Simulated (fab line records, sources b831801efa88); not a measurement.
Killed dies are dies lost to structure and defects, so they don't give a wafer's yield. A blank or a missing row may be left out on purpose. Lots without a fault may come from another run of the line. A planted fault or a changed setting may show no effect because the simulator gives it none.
One fault seen from 2 desks | flow gf180mcu | each desk has only its own numbers; what lay behind them comes last

THE METROLOGY DESK
What the gauges read, lot by lot, whatever tool the lot ran on: means of the sampled wafers that have a number. A lot is out of limits, marked OUT, if its mean lies more than 4 standard deviations from the usual mean; the brackets give that distance.
Columns: A = STI_OXIDATION_THK at GF_STI_THK_MEAS_02, usual 10.03 nm; B = STI_CVD_03_THK at GF_STI_THK_MEAS_04, usual 206.2 nm; C = cd_nm at GF_STI_CD_MEAS_12, usual 220.0 nm
lot  | first seen here | A     | B     | C
L859 | day 2 07:31     | 9.58  | 208.2 | 222.0
L864 | day 3 08:52     | 10.07 | 205.6 | 220.1
L869 | day 4 10:53     | 9.69  | 206.5 | 219.1
L870 | day 4 14:31     | 9.93  | 203.3 | 219.5
L871 | day 4 19:47     | 10.39 | 202.8 | 219.7
L875 | day 5 17:35     | 10.29 | 204.1 | 221.2
This desk's finding: nothing out of limits on any of the 6 lots.

THE TOOL OWNER'S DESK: rie_diel-01
The tool's own readings at GF_STI_ETCH_13 (etches the open film in CHF3/O2, stops on Si, target depth 282.31 nm, time 112.9 s): means of the sampled wafers that have a number, for each lot that ran on this tool. A lot is out of limits, marked OUT, if its mean lies more than 4 standard deviations from the usual mean; the brackets give that distance.
Columns: A = bias_w at GF_STI_ETCH_13, usual 200.0 W; B = drypump_motor_current_A at GF_STI_ETCH_13, usual 5.7 A; C = oes_product_au at GF_STI_ETCH_13, usual 0.830 a.u.; D = throttle_valve_pct at GF_STI_ETCH_13, usual 8.810 %
lot  | first seen here | A               | B   | C     | D
L864 | day 4 00:22     | 199.5           | 6.4 | 0.828 | 8.802
L870 | day 5 06:37     | 164.0 (-58) OUT | 5.9 | 0.824 | 8.803
L875 | day 6 09:58     | 162.8 (-60) OUT | 6.0 | 0.828 | 8.808
This desk's finding: out of limits on L870, L875; first on L870, day 5 06:37 (bias_w at GF_STI_ETCH_13). In limits: L864.

PUT TOGETHER
The tool owner's desk could have raised an alarm at day 5 06:37, on L870, L875.
The metrology desk saw nothing out of limits.
The metrology desk has L870, L875 on record, within its limits.
Of the lots named, all ran GF_STI_ETCH_13 on rie_diel-01.

WHAT THE SIMULATOR HAD PUT IN
Process parameter drift: rie_diel-01, from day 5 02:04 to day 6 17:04, at GF_STI_ETCH_13. Setting bias_w, moved by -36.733, from 200. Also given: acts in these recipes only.
Lots struck among those shown: L870, L875.
Hours from the fault's start to each desk's first reading out of limits: the tool owner's desk, 5.
